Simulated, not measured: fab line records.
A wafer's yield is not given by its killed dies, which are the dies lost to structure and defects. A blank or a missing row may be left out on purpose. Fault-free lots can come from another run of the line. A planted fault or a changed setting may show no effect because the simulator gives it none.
Which tool is to blame?	flow sky130	13 lots with 39 wafers sampled at 6 steps, on a route of 708 steps

== WHAT EACH GAUGE READ, for each wafer ==
SKY_LDD_HVN_OVL_MEAS_07.
lot	measured	on	LDD_HVN_OVL (nm)
L701	day 19 18:38	overlay-02	1.0 0.4 0.4
L702	day 20 12:44	overlay-02	1.2 -0.1 -2.2
L703	day 21 03:01	overlay-01	1.6 1.5 -1.1
L704	day 21 07:30	overlay-01	1.2 -0.4 -0.4
L706	day 22 08:11	overlay-02	- - -
L709	day 23 09:19	overlay-02	-1.1 -0.7 1.4
L712	day 24 20:25	overlay-02	-1.8 -0.5 0.8
L716	day 25 20:56	overlay-02	-0.8 1.7 -0.5
L718	day 26 16:59	overlay-02	0.4 -0.7 0.0
L720	day 27 02:20	overlay-01	-0.2 -1.6 -0.9
L721	day 27 08:53	overlay-02	-1.3 -1.6 -1.6
L722	day 27 16:44	overlay-01	-0.3 -0.1 -0.9
L723	day 28 02:23	overlay-02	-1.6 -0.7 0.7

SKY_LDD_HVN_TW_MEAS_10.
lot	measured	on	LDD_HVN_TW
L701	day 19 18:55	film-metro-04	1413 1412 1413
L702	day 20 13:01	film-metro-03	1426 1423 1420
L703	day 21 03:19	film-metro-01	1414 1415 1407
L704	day 21 07:48	film-metro-01	1422 1411 1419
L706	day 22 08:28	film-metro-04	30 30 30
L709	day 23 09:37	film-metro-04	1415 1425 1420
L712	day 24 20:43	film-metro-01	1421 1421 1429
L716	day 25 21:13	film-metro-04	1402 1406 1414
L718	day 26 17:17	film-metro-01	1414 1424 1417
L720	day 27 02:37	film-metro-04	1423 1410 1415
L721	day 27 09:10	film-metro-01	1415 1417 1416
L722	day 27 17:01	film-metro-04	1409 1416 1411
L723	day 28 02:40	film-metro-01	1418 1408 1413

SKY_LDD_HVP_TW_MEAS_10.
lot	measured	on	LDD_HVP_TW
L701	day 21 03:01	film-metro-03	450 449 451
L702	day 21 20:34	film-metro-03	452 452 454
L703	day 22 10:55	film-metro-04	449 450 449
L704	day 22 15:21	film-metro-03	453 452 450
L706	day 23 15:01	film-metro-04	1419 1429 1437
L709	day 24 13:31	film-metro-04	445 447 445
L712	day 26 00:31	film-metro-02	454 455 455
L716	day 27 00:31	film-metro-03	454 453 455
L718	day 27 19:47	film-metro-02	451 454 455
L720	day 28 06:04	film-metro-03	451 451 451
L721	day 28 12:34	film-metro-02	456 460 456
L722	day 28 20:40	film-metro-04	449 450 448
L723	day 29 06:07	film-metro-02	455 456 457

SKY_LI_CONTACT_CD_MEAS_12 targets a cd of 170 nm.
lot	measured	on	cd-nm (nm)
L701	day 28 08:41	cd-sem-01	169.3 169.7 171.5
L702	day 29 02:31	cd-sem-01	167.9 168.1 168.3
L703	day 29 16:04	cd-sem-02	168.7 167.4 166.9
L704	day 29 18:23	cd-sem-02	171.1 171.5 171.6
L706	day 30 17:34	cd-sem-02	169.7 168.9 168.3
L709	day 31 15:16	cd-sem-02	169.5 169.0 169.0
L712	day 33 00:23	cd-sem-01	171.0 172.5 172.4
L716	day 33 23:14	cd-sem-01	167.9 167.3 166.8
L718	day 34 19:28	cd-sem-02	168.9 170.0 168.0
L720	day 35 06:23	cd-sem-02	168.2 167.7 169.0
L721	day 35 12:26	cd-sem-02	168.5 169.8 168.9
L722	day 35 20:41	cd-sem-02	169.1 170.2 169.9
L723	day 36 05:14	cd-sem-01	169.2 168.7 169.4

SKY_LI_CONTACT_RS_MEAS_22: uses a four-point probe to measure.
lot	measured	on	LI_CONTACT_W_RS (ohm/sq)
L701	day 28 09:31	film-metro-04	0.284 0.285 0.290
L702	day 29 03:25	film-metro-04	0.286 0.286 0.285
L703	day 29 16:55	film-metro-04	0.289 0.281 0.287
L704	day 29 19:26	film-metro-04	0.284 0.286 0.290
L706	day 30 18:25	film-metro-01	0.285 0.278 0.282
L709	day 31 16:07	film-metro-03	0.289 0.288 0.288
L712	day 33 01:13	film-metro-04	0.283 0.287 0.284
L716	day 34 00:11	film-metro-01	0.290 0.287 0.286
L718	day 34 20:18	film-metro-04	0.283 0.281 0.277
L720	day 35 07:13	film-metro-01	0.279 0.280 0.279
L721	day 35 13:16	film-metro-01	0.276 0.278 0.278
L722	day 35 21:32	film-metro-03	0.300 0.297 0.292
L723	day 36 06:05	film-metro-01	0.280 0.282 0.280

== WHAT TOOL EACH LOT RAN ON (gives the tool, then ch and the chambers of the sampled wafers, and finally the start) ==
lot	SKY_LDD_HVN_EXPOSE_04
L701	iline-stepper-02 ch 0, day 19 03:54
L702	iline-stepper-01 ch 0, day 19 20:51
L703	iline-stepper-02 ch 0, day 20 11:57
L704	iline-stepper-01 ch 0, day 20 15:54
L706	iline-stepper-02 ch 0, day 21 17:33
L709	iline-stepper-01 ch 0, day 22 18:33
L712	iline-stepper-02 ch 0, day 24 07:27
L716	iline-stepper-02 ch 0, day 25 07:39
L718	iline-stepper-01 ch 0, day 26 02:50
L720	iline-stepper-02 ch 0, day 26 13:16
L721	iline-stepper-02 ch 0, day 26 19:43
L722	iline-stepper-02 ch 0, day 27 03:29
L723	iline-stepper-02 ch 0, day 27 12:34
- SKY_LDD_HVN_EXPOSE_04: exposes mask HVNTM, target cd 700 nm.

== AS READ BY THE TOOLS THEMSELVES (means over the sampled wafers that have a number; for cases with no such wafer, the mark the record gives instead) ==
SKY_LDD_HVN_EXPOSE_04.
lot	tool	stage-vel-mm-s (mm/s)
L701	iline-stepper-02	500.14
L702	iline-stepper-01	500.04
L703	iline-stepper-02	499.91
L704	iline-stepper-01	499.83
L706	iline-stepper-02	500.02
L709	iline-stepper-01	499.51
L712	iline-stepper-02	500.06
L716	iline-stepper-02	499.94
L718	iline-stepper-01	499.59
L720	iline-stepper-02	500.40
L721	iline-stepper-02	500.09
L722	iline-stepper-02	500.07
L723	iline-stepper-02	500.27

== THE ANSWER, worked out from the rows above alone ==
Rule: the usual values come from the lots themselves. Put in order of their means at a reading, lots are off if they are a third of the lots or fewer, leave a main group of 4 or more, and stand apart from it by a gap of 3 or more times the standard deviation of the main group's means; of several such gaps the widest counts. If all means in a main group match to the digits the tables above print for the reading, that group is not used. Also off: a lot with no number at a reading for which 4 or more lots have one. Any other lot the step has rows for is counted as sound. The gauges are gone through in route order, then the tools' own readings, and for those a lot's mean is taken as printed above. At the first step where some lot is off, the reading lying furthest off is the one used; lots without a number count as furthest.
Off: L706, seen at SKY_LDD_HVN_OVL_MEAS_07 (LDD_HVN_OVL). Without a number there: L706. Mean -0.2 nm and standard deviation 0.58 in the main group.
If a tool, at a process step before that reading, ran all the lots that are off and no sound lot after the first of them, it fits. The gauges at SKY_LDD_HVN_OVL_MEAS_07 aren't tried: what is off there is off at SKY_LDD_HVN_TW_MEAS_10 too, on other tools, and a gauge's error can't cause that. Not one of the candidates tried fits.

== WHAT THE SIMULATOR HAD INSERTED ==
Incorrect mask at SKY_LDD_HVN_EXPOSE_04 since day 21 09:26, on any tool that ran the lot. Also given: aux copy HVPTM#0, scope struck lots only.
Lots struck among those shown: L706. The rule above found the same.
